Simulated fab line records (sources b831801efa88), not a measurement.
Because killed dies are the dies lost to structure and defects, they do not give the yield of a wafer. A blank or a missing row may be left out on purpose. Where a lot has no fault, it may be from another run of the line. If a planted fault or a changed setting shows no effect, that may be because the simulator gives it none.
Chamber matching ; flow gf180mcu ; GF_V5_CMP_04 on cmp-02 has 4 sister chambers
The step polishes SiO2. 8 wafers are shown with their chamber, then 7 later ones without.

## WAFERS WITH THEIR CHAMBER
wafer;chamber;motor_current_A (A)
L969.6;2;13.5
L971.3;0;12.3
L971.6;2;13.0
L975.2;1;15.5
L975.4;0;12.3
L975.5;3;10.1
L979.2;3;11.3
L979.4;1;16.5

## WAFERS WITH NO CHAMBER GIVEN
wafer;motor_current_A (A)
L979.6;12.9
L980.1;12.9
L980.2;10.3
L980.3;15.8
L985.1;13.6
L985.2;16.5
L985.4;11.0

## CHAMBER TAKEN BY EACH
wafer;from the rows above;in truth
L979.6;can't be placed: 2 or 0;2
L980.1;can't be placed: 2 or 0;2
L980.2;3;3
L980.3;1;1
L985.1;can't be placed: 2 or 0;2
L985.2;1;1
L985.4;can't be placed: 3 or 0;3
Correct placement for 3 of the 7. These rows do not allow placing 4 (true chamber among the candidates in 4). 0 placed wrongly.
How it was worked out, from the rows above alone: a wafer's distance from a chamber is the root of the sum, over the readings, of the square of ((its reading less the chamber's mean) divided by the reading's scatter). The wafer belongs to the nearest chamber; if the next one is less than 2 further off, it can't be placed. The mean given for a chamber averages the wafers shown for that chamber. The scatter is the square root of a quotient: the sum, over the shown wafers, of each reading's squared deviation from its chamber's mean, divided by wafers minus chambers.
